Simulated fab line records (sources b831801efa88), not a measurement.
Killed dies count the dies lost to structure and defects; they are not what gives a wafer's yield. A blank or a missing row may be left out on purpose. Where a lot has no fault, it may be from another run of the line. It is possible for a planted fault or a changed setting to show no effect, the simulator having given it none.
The tool behind it: which one? :: flow gf180mcu :: 14 lots with 42 wafers sampled at 4 steps, on a route of 602 steps

== WHAT EACH GAUGE READ, for each wafer ==
GF_MIM_THK_MEAS_11: measures by xrf.
lot: L702
measured: day 25 04:17
on: film_metro-01
MIM_ALCU_THK (nm): 207.6 207.4 206.8

lot: L704
measured: day 25 22:14
on: film_metro-02
MIM_ALCU_THK (nm): 208.2 210.3 206.5

lot: L705
measured: day 25 22:15
on: film_metro-04
MIM_ALCU_THK (nm): 210.3 209.3 211.1

lot: L706
measured: day 26 00:26
on: film_metro-02
MIM_ALCU_THK (nm): 208.6 209.6 206.4

lot: L708
measured: day 26 13:56
on: film_metro-01
MIM_ALCU_THK (nm): 208.2 209.9 211.9

lot: L711
measured: day 27 12:47
on: film_metro-02
MIM_ALCU_THK (nm): 212.5 209.8 213.3

lot: L712
measured: day 27 19:53
on: film_metro-04
MIM_ALCU_THK (nm): 205.5 208.6 209.0

lot: L716
measured: day 28 18:49
on: film_metro-02
MIM_ALCU_THK (nm): 207.7 207.0 208.3

lot: L717
measured: day 29 07:25
on: film_metro-02
MIM_ALCU_THK (nm): 208.0 208.3 205.9

lot: L718
measured: day 29 16:34
on: film_metro-01
MIM_ALCU_THK (nm): 208.8 213.9 211.4

lot: L719
measured: day 29 22:11
on: film_metro-04
MIM_ALCU_THK (nm): 208.3 209.7 208.0

lot: L721
measured: day 30 06:47
on: film_metro-02
MIM_ALCU_THK (nm): 211.3 207.5 209.7

lot: L723
measured: day 30 17:37
on: film_metro-04
MIM_ALCU_THK (nm): 209.9 209.2 211.4

lot: L724
measured: day 31 01:05
on: film_metro-02
MIM_ALCU_THK (nm): 206.7 209.9 207.6

GF_V5_THK_MEAS_01.
lot: L702
measured: day 26 23:05
on: film_metro-03
V5_CVD_00_THK (nm): 297.3 299.0 295.8

lot: L704
measured: day 27 15:50
on: film_metro-03
V5_CVD_00_THK (nm): 291.7 294.1 293.7

lot: L705
measured: day 27 16:10
on: film_metro-03
V5_CVD_00_THK (nm): 303.5 299.7 300.7

lot: L706
measured: day 27 19:06
on: film_metro-04
V5_CVD_00_THK (nm): 300.9 301.4 304.9

lot: L708
measured: day 28 06:21
on: film_metro-04
V5_CVD_00_THK (nm): 300.4 301.0 296.4

lot: L711
measured: day 29 04:13
on: film_metro-01
V5_CVD_00_THK (nm): 302.7 297.6 299.9

lot: L712
measured: day 29 12:17
on: film_metro-01
V5_CVD_00_THK (nm): 302.9 302.6 304.4

lot: L716
measured: day 30 10:45
on: film_metro-04
V5_CVD_00_THK (nm): 300.8 302.5 297.8

lot: L717
measured: day 30 22:14
on: film_metro-01
V5_CVD_00_THK (nm): 303.2 301.9 302.2

lot: L718
measured: day 31 06:04
on: film_metro-01
V5_CVD_00_THK (nm): 298.9 300.5 303.0

lot: L719
measured: day 31 11:04
on: film_metro-04
V5_CVD_00_THK (nm): 299.4 298.8 298.9

lot: L721
measured: day 31 19:53
on: film_metro-04
V5_CVD_00_THK (nm): 298.6 301.8 300.4

lot: L723
measured: day 32 05:40
on: film_metro-04
V5_CVD_00_THK (nm): 305.1 300.5 305.0

lot: L724
measured: day 32 12:41
on: film_metro-03
V5_CVD_00_THK (nm): 303.9 301.8 299.1

== EACH LOT AND THE TOOL THAT RAN IT (in order: tool; ch and the chambers of the sampled wafers; start) ==
lot: L702
GF_HV_LDD_SOFTBAKE_27: litho_track-02 ch 0, day 11 23:47
GF_MIM_SPUTTER_01: pvd_sputter-02, day 25 03:51

lot: L704
GF_HV_LDD_SOFTBAKE_27: litho_track-02 ch 0, day 12 12:38
GF_MIM_SPUTTER_01: pvd_sputter-03, day 25 21:47

lot: L705
GF_HV_LDD_SOFTBAKE_27: litho_track-01 ch 0, day 12 13:32
GF_MIM_SPUTTER_01: pvd_sputter-02, day 25 21:48

lot: L706
GF_HV_LDD_SOFTBAKE_27: litho_track-01 ch 0, day 12 17:14
GF_MIM_SPUTTER_01: pvd_sputter-02, day 26 00:00

lot: L708
GF_HV_LDD_SOFTBAKE_27: litho_track-02 ch 0, day 13 03:35
GF_MIM_SPUTTER_01: pvd_sputter-02, day 26 13:30

lot: L711
GF_HV_LDD_SOFTBAKE_27: litho_track-03 ch 0, day 13 23:02
GF_MIM_SPUTTER_01: pvd_sputter-03, day 27 12:20

lot: L712
GF_HV_LDD_SOFTBAKE_27: litho_track-01 ch 0, day 14 06:29
GF_MIM_SPUTTER_01: pvd_sputter-02, day 27 19:26

lot: L716
GF_HV_LDD_SOFTBAKE_27: litho_track-02 ch 0, day 15 10:59
GF_MIM_SPUTTER_01: pvd_sputter-01, day 28 18:23

lot: L717
GF_HV_LDD_SOFTBAKE_27: litho_track-01 ch 0, day 15 19:17
GF_MIM_SPUTTER_01: pvd_sputter-03, day 29 06:57

lot: L718
GF_HV_LDD_SOFTBAKE_27: litho_track-02 ch 0, day 16 04:28
GF_MIM_SPUTTER_01: pvd_sputter-02, day 29 16:07

lot: L719
GF_HV_LDD_SOFTBAKE_27: litho_track-02 ch 0, day 16 14:05
GF_MIM_SPUTTER_01: pvd_sputter-02, day 29 21:44

lot: L721
GF_HV_LDD_SOFTBAKE_27: litho_track-02 ch 0, day 17 01:29
GF_MIM_SPUTTER_01: pvd_sputter-02, day 30 06:21

lot: L723
GF_HV_LDD_SOFTBAKE_27: litho_track-01 ch 0, day 17 16:46
GF_MIM_SPUTTER_01: pvd_sputter-02, day 30 17:10

lot: L724
GF_HV_LDD_SOFTBAKE_27: litho_track-03 ch 0, day 18 00:25
GF_MIM_SPUTTER_01: pvd_sputter-01, day 31 00:38
- GF_HV_LDD_SOFTBAKE_27: time 60 s.
- GF_MIM_SPUTTER_01: material TiN, target thk 30 nm, time 25 s.

== AS READ BY THE TOOLS THEMSELVES (means over the sampled wafers that have a number; for cases with no such wafer, the mark the record gives instead) ==
GF_HV_LDD_SOFTBAKE_27.
lot: L702
tool: litho_track-02
chill_plate_temp_C (C): 22.93
heater_power_total_W (W): 56.57
plate_temp_C (C): 90.02

lot: L704
tool: litho_track-02
chill_plate_temp_C (C): 23.11
heater_power_total_W (W): 56.61
plate_temp_C (C): 89.82

lot: L705
tool: litho_track-01
chill_plate_temp_C (C): 23.15
heater_power_total_W (W): 56.63
plate_temp_C (C): 90.10

lot: L706
tool: litho_track-01
chill_plate_temp_C (C): 23.01
heater_power_total_W (W): 56.57
plate_temp_C (C): 89.96

lot: L708
tool: litho_track-02
chill_plate_temp_C (C): 22.96
heater_power_total_W (W): 56.62
plate_temp_C (C): 89.92

lot: L711
tool: litho_track-03
chill_plate_temp_C (C): 22.99
heater_power_total_W (W): 56.61
plate_temp_C (C): 89.92

lot: L712
tool: litho_track-01
chill_plate_temp_C (C): 22.90
heater_power_total_W (W): 56.58
plate_temp_C (C): 89.84

lot: L716
tool: litho_track-02
chill_plate_temp_C (C): 23.07
heater_power_total_W (W): 56.64
plate_temp_C (C): 89.90

lot: L717
tool: litho_track-01
chill_plate_temp_C (C): 23.07
heater_power_total_W (W): 56.59
plate_temp_C (C): 89.92

lot: L718
tool: litho_track-02
chill_plate_temp_C (C): 22.95
heater_power_total_W (W): 55.20
plate_temp_C (C): 88.57

lot: L719
tool: litho_track-02
chill_plate_temp_C (C): 22.93
heater_power_total_W (W): 55.26
plate_temp_C (C): 88.41

lot: L721
tool: litho_track-02
chill_plate_temp_C (C): 23.04
heater_power_total_W (W): 55.29
plate_temp_C (C): 88.51

lot: L723
tool: litho_track-01
chill_plate_temp_C (C): 22.93
heater_power_total_W (W): 56.58
plate_temp_C (C): 90.01

lot: L724
tool: litho_track-03
chill_plate_temp_C (C): 22.89
heater_power_total_W (W): 56.63
plate_temp_C (C): 89.94

GF_MIM_SPUTTER_01.
lot: L702
tool: pvd_sputter-02
chamber_pressure_pa (Pa): 0.3999
throttle_valve_pct (%): 29.3

lot: L704
tool: pvd_sputter-03
chamber_pressure_pa (Pa): 0.4001
throttle_valve_pct (%): 29.9

lot: L705
tool: pvd_sputter-02
chamber_pressure_pa (Pa): 0.4005
throttle_valve_pct (%): 29.1

lot: L706
tool: pvd_sputter-02
chamber_pressure_pa (Pa): 0.4002
throttle_valve_pct (%): 30.2

lot: L708
tool: pvd_sputter-02
chamber_pressure_pa (Pa): 0.3993
throttle_valve_pct (%): 30.0

lot: L711
tool: pvd_sputter-03
chamber_pressure_pa (Pa): 0.3999
throttle_valve_pct (%): 29.6

lot: L712
tool: pvd_sputter-02
chamber_pressure_pa (Pa): 0.4010
throttle_valve_pct (%): 30.0

lot: L716
tool: pvd_sputter-01
chamber_pressure_pa (Pa): 0.3986
throttle_valve_pct (%): 27.8

lot: L717
tool: pvd_sputter-03
chamber_pressure_pa (Pa): 0.3997
throttle_valve_pct (%): 29.8

lot: L718
tool: pvd_sputter-02
chamber_pressure_pa (Pa): 0.4004
throttle_valve_pct (%): 29.8

lot: L719
tool: pvd_sputter-02
chamber_pressure_pa (Pa): 0.4004
throttle_valve_pct (%): 29.1

lot: L721
tool: pvd_sputter-02
chamber_pressure_pa (Pa): 0.3999
throttle_valve_pct (%): 30.0

lot: L723
tool: pvd_sputter-02
chamber_pressure_pa (Pa): 0.3998
throttle_valve_pct (%): 30.4

lot: L724
tool: pvd_sputter-01
chamber_pressure_pa (Pa): 0.4009
throttle_valve_pct (%): 30.0

== THE ANSWER, worked out from the rows above alone ==
Rule: the lots themselves supply what counts as usual. The widest of any qualifying gaps counts: lots, ordered by their means at a reading, are off when they make up no more than a third of the lots, leave a main group of 4 or more, and stand apart from it by 3 or more times the standard deviation of that group's means. A main group whose means are all the same, to the digits that the tables above print for the reading, isn't used. A lot without any number at a reading at which 4 lots or more have one is off too. Any other lot the step has rows for is counted as sound. The gauges are gone through in route order, then the tools' own readings, and for those a lot's mean is taken as printed above. The first step at which some lot is off is used, and at that step the reading that is off furthest; a lot without a number counts as furthest.
Off, at GF_HV_LDD_SOFTBAKE_27 on heater_power_total_W: L718, L719, L721. The main group has a mean of 56.60 W with a standard deviation of 0.025.
If a tool, at that step or one of the process steps before it, ran each lot that is off and ran no sound lot following the first of them, it fits. One fits: litho_track-02 at GF_HV_LDD_SOFTBAKE_27. A fault onset in the window from L716 (day 15 10:59, its last sound lot) to L718 (day 16 04:28, its first lot off) fits.
The tool's own readings at GF_HV_LDD_SOFTBAKE_27 bear it out: on the lots that are off they differ by more than 5 times the standard deviation of the sound lots' means. heater_power_total_W reads 55.25 W there against 56.60 W on the sound lots; plate_temp_C reads 88.50 C there against 89.94 C on the sound lots.

== WHAT HAD BEEN PUT IN BY THE SIMULATOR ==
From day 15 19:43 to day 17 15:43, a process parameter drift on litho_track-02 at GF_HV_LDD_SOFTBAKE_27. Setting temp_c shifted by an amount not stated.
Struck lots among those shown: L718, L719, L721. This agrees with what the rule above found.
